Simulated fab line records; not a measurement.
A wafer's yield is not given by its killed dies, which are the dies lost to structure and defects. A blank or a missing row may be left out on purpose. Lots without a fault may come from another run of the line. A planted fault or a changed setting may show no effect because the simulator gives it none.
Lot-split experiment    flow sky130    route with 708 steps; 5 lots, 23 wafers read

== SPLIT DETAILS ==
At SKY_CAPM_SPUTTER_02 (material TiN, target thk 200 nm, time 166.7 s), the setting powerW was moved away from the recipe's 6500 W on 8 of the 23 wafers read, by -7.2% to +8.0%. For the rest of the wafers, this setting stayed at what the recipe calls for.

== FROM THE SPLIT TO THE READING: what the file shows between them, 5 steps ==
- SKY_CAPM_RS_MEAS_03: measures by four-point-probe
- SKY_CAPM_THK_MEAS_04: measures by xrf
- SKY_CAPM_DEHYDRATE_05: time 60 s
- SKY_CAPM_HMDS_06: prime time 60 s
- SKY_CAPM_DEVELOP_11: develop time 60 s

== THE READING ==
oesProductAu, in a.u., at SKY_CAPM_METAL_ETCH_13 (etches TiN in Cl2/BCl3, stops on SiO2, target depth 220 nm, time 62.9 s). Typical for fault-free wafers on this fab line: 0.935 a.u., with standard deviation 0.0077 a.u.

wafer   tool, chamber at the split  powerW as run, W  against the recipe  oesProductAu, a.u.  against lot-mates on the recipe
L074.1  pvdSputter-03, -            6034              -7.2%               0.893               -0.042
L074.2  pvdSputter-03, -            6034              -7.2%               0.901               -0.034
L074.3  pvdSputter-03, -            6500              recipe              0.943               -
L074.4  pvdSputter-03, -            6500              recipe              0.929               -
L074.5  pvdSputter-03, -            6500              recipe              0.934               -
L076.1  pvdSputter-04, -            7021              +8.0%               0.972               +0.033
L076.2  pvdSputter-04, -            6500              recipe              0.938               -
L076.3  pvdSputter-04, -            7021              +8.0%               0.979               +0.040
L076.5  pvdSputter-04, -            6500              recipe              0.940               -
L076.6  pvdSputter-04, -            7021              +8.0%               0.984               +0.045
L081.1  pvdSputter-01, -            6861              +5.6%               0.965               +0.030
L081.2  pvdSputter-01, -            6861              +5.6%               0.963               +0.028
L081.3  pvdSputter-01, -            6500              recipe              0.931               -
L081.5  pvdSputter-01, -            6500              recipe              0.939               -
L081.6  pvdSputter-01, -            6861              +5.6%               0.966               +0.031
L083.2  pvdSputter-04, -            6500              recipe              0.914               -
L083.3  pvdSputter-04, -            6500              recipe              0.940               -
L083.4  pvdSputter-04, -            6500              recipe              0.933               -
L083.5  pvdSputter-04, -            6500              recipe              0.931               -
L083.6  pvdSputter-04, -            6500              recipe              0.946               -
L084.1  pvdSputter-01, -            6500              recipe              0.939               -
L084.2  pvdSputter-01, -            6500              recipe              0.947               -
L084.5  pvdSputter-01, -            6500              recipe              0.939               -

FIT RESULTS
A straight line over all 23 wafers: oesProductAu changes by +0.0053 a.u. for each +1% of powerW; r = +0.95; the points scatter about the line by 0.007 a.u.
The same after taking each lot's own level away (the mean of its wafers on the recipe; 23 wafers): +0.00514 a.u. for each +1%; r = +0.96; scatter 0.0065 a.u.
That fit puts the effect of the largest move of powerW on the reading at 0.041 a.u.
The lots' own levels span 0.9328 to 0.9417 a.u., that is 1.2 times the standard deviation above.
The two slopes are in agreement: the lot-to-lot level therefore moves the slope only a little.
Check: with one of the wafers moved furthest among these (+8.0%) left out of the fit, the line predicts +0.0427 a.u. for it against its lot-mates. Against them it came out at +0.033 a.u.

== THESE WAFERS: OTHER SPLITS ==
Other splits were also applied to these wafers ahead of the reading. Each is held against what the fit with the lots' levels taken away leaves over:
other split on the same wafers  wafers away from the commonest value  r with oesProductAu (lot level and that fit taken away)
SKY_VIA2_DEVELOP_11 devTempC    5                                     -0.06
SKY_VIA2_CVD_21 tempC           10                                    +0.08

== THE WHOLE CHAIN: every reading that the file lists as answering this split, in the file's order ==
step                    what it does                                                             reading                                                                        change (the file's fit)                    r (the file's)
SKY_CAPM_SPUTTER_02     material TiN, target thk 200 nm, time 166.7 s                            TiN_of_CAPM_SPUTTER_02.thkNm (the simulator's own value, which no gauge read)  +1.99 nm for each +1% of the setting       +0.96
SKY_CAPM_RS_MEAS_03     measures by four-point-probe                                             CAPM_TIN_RS                                                                    -0.0696 for each +1% of the setting        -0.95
SKY_CAPM_THK_MEAS_04    measures by xrf                                                          CAPM_TIN_THK                                                                   +2.1 for each +1% of the setting           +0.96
SKY_CAPM_METAL_ETCH_13  etches TiN in Cl2/BCl3, stops on SiO2, target depth 220 nm, time 62.9 s  oesProductAu                                                                   +0.00517 a.u. for each +1% of the setting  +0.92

== THE FILE'S OWN FIT ==
oesProductAu changes by +0.00517 a.u. for each +1% of powerW, r = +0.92.
